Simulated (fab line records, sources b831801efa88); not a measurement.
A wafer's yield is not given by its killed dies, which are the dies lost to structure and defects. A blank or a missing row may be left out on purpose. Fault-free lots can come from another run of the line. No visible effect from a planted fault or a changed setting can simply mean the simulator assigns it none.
What tool caused it? / flow gf180mcu / Sampling: 13 lots, 39 wafers, 2 of 602 route steps

== WHAT THE GAUGES READ, wafer by wafer ==
GF_V4_OVL_MEAS_15. Usual: for V4_OVL the level is -2 nm and the standard deviation is 4.4.
lot=L555; measured=day 24 11:11; on=overlay-02; V4_OVL (nm)=-3 5 -1; flag=
lot=L556; measured=day 24 20:16; on=overlay-01; V4_OVL (nm)=-2 0 -3; flag=
lot=L557; measured=day 24 23:13; on=overlay-01; V4_OVL (nm)=-1 3 -2; flag=
lot=L560; measured=day 26 07:07; on=overlay-01; V4_OVL (nm)=1 -3 -4; flag=
lot=L561; measured=day 26 15:22; on=overlay-01; V4_OVL (nm)=3 -4 1; flag=
lot=L562; measured=day 26 23:59; on=overlay-01; V4_OVL (nm)=-4 -3 2; flag=
lot=L563; measured=day 27 07:49; on=overlay-02; V4_OVL (nm)=-1 9 -6; flag=
lot=L564; measured=day 27 09:53; on=overlay-02; V4_OVL (nm)=-2 -11 -6; flag=
lot=L565; measured=day 27 20:26; on=overlay-02; V4_OVL (nm)=-7 -4 -2; flag=
lot=L568; measured=day 28 11:53; on=overlay-01; V4_OVL (nm)=0 4 -2; flag=
lot=L569; measured=day 28 23:07; on=overlay-01; V4_OVL (nm)=5 1 1; flag=
lot=L577; measured=day 31 02:29; on=overlay-02; V4_OVL (nm)=-5 -13 -9; flag=
lot=L578; measured=day 31 08:55; on=overlay-01; V4_OVL (nm)=1 -2 0; flag=

== EACH LOT AND THE TOOL THAT RAN IT (in order: tool; ch and the chambers of the sampled wafers; start) ==
lot=L555; GF_M4_SPUTTER_03=pvd_sputter-03, day 22 12:16
lot=L556; GF_M4_SPUTTER_03=pvd_sputter-03, day 22 22:27
lot=L557; GF_M4_SPUTTER_03=pvd_sputter-03, day 23 02:13
lot=L560; GF_M4_SPUTTER_03=pvd_sputter-02, day 24 10:40
lot=L561; GF_M4_SPUTTER_03=pvd_sputter-02, day 24 19:40
lot=L562; GF_M4_SPUTTER_03=pvd_sputter-02, day 25 05:04
lot=L563; GF_M4_SPUTTER_03=pvd_sputter-03, day 25 12:10
lot=L564; GF_M4_SPUTTER_03=pvd_sputter-01, day 25 15:34
lot=L565; GF_M4_SPUTTER_03=pvd_sputter-03, day 26 02:19
lot=L568; GF_M4_SPUTTER_03=pvd_sputter-03, day 26 18:37
lot=L569; GF_M4_SPUTTER_03=pvd_sputter-03, day 27 07:05
lot=L577; GF_M4_SPUTTER_03=pvd_sputter-02, day 29 11:40
lot=L578; GF_M4_SPUTTER_03=pvd_sputter-03, day 29 19:07
- GF_M4_SPUTTER_03: material Ti, target thk 10 nm, time 6.7 s.

== AS READ BY THE TOOLS THEMSELVES (means over the sampled wafers that have a number; for cases with no such wafer, the mark the record gives instead) ==
GF_M4_SPUTTER_03. Usual: 30.1 % for throttle_valve_pct, sd 1.2.
lot=L555; tool=pvd_sputter-03; throttle_valve_pct (%)=30.9; flag=
lot=L556; tool=pvd_sputter-03; throttle_valve_pct (%)=30.1; flag=
lot=L557; tool=pvd_sputter-03; throttle_valve_pct (%)=30.0; flag=
lot=L560; tool=pvd_sputter-02; throttle_valve_pct (%)=29.2; flag=
lot=L561; tool=pvd_sputter-02; throttle_valve_pct (%)=30.0; flag=
lot=L562; tool=pvd_sputter-02; throttle_valve_pct (%)=29.1; flag=
lot=L563; tool=pvd_sputter-03; throttle_valve_pct (%)=31.0; flag=
lot=L564; tool=pvd_sputter-01; throttle_valve_pct (%)=30.0; flag=
lot=L565; tool=pvd_sputter-03; throttle_valve_pct (%)=30.3; flag=
lot=L568; tool=pvd_sputter-03; throttle_valve_pct (%)=30.3; flag=
lot=L569; tool=pvd_sputter-03; throttle_valve_pct (%)=30.0; flag=
lot=L577; tool=pvd_sputter-02; throttle_valve_pct (%)=29.4; flag=
lot=L578; tool=pvd_sputter-03; throttle_valve_pct (%)=30.1; flag=

== THE ANSWER, worked out from the rows above alone ==
Rule: lot off if the mean of its wafers having a number is beyond 3 standard deviations from the usual mean. A lot without any number at a reading at which 4 lots or more have one is off too. Where the step has rows for the other lots, those lots are counted as sound. After the gauges, taken in route order, come the tools' own readings; for these a lot's mean is taken, as printed above. At the first step where some lot is off, the reading lying furthest off is the one used; lots without a number count as furthest.
No lot is off at any reading shown: from this, nothing can be told.

== WHAT THE SIMULATOR PUT IN ==
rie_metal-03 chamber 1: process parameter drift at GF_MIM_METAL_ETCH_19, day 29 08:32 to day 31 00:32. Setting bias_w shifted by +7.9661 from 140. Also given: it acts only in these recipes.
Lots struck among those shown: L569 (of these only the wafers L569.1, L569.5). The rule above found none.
